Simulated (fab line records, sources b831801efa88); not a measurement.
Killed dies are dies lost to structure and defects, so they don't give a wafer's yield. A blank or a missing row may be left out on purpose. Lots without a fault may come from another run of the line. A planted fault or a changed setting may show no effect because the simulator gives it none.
Chamber matching | flow sky130 | SKY_SONOS_ONO_ETCH_15 on rie_diel-03: 4 sister chambers
The step etches the open film in CHF3/O2, target depth 19.52 nm, time 7.8 s. 4 wafers are shown with their chamber, then 7 later ones without.

WAFERS WITH THEIR CHAMBER
wafer  | chamber | drypump_motor_current_A (A)
L086.2 | 0       | 6.2
L086.6 | 3       | 6.0
L092.1 | 2       | 6.1
L092.2 | 1       | 5.1

WAFERS WITHOUT THEIR CHAMBER
wafer  | drypump_motor_current_A (A)
L092.5 | 5.9
L096.4 | 5.1
L096.5 | 6.0
L096.6 | 6.1
L097.2 | 5.1
L097.5 | 6.0
L097.6 | 5.1

WHICH CHAMBER EACH WENT THROUGH
wafer  | from the rows above | in truth
L092.5 | 3                   | 3
L096.4 | 1                   | 1
L096.5 | 3                   | 3
L096.6 | 2                   | 2
L097.2 | 1                   | 1
L097.5 | 3                   | 3
L097.6 | 1                   | 1
Placed correctly: 7 of 7. Can't be placed from these rows: 0. Placed wrongly: 0.
How it was worked out, from the rows above alone: a wafer's distance from a chamber is the root of the sum, over the readings, of the square of ((its reading less the chamber's mean) divided by the reading's scatter). The wafer belongs to the nearest chamber; if the next one is less than 2 further off, it can't be placed. A chamber's mean is the mean of its shown wafers. The scatter: with one shown wafer a chamber, the root of the mean of the squares of how far each hidden wafer lies from its nearest shown one.
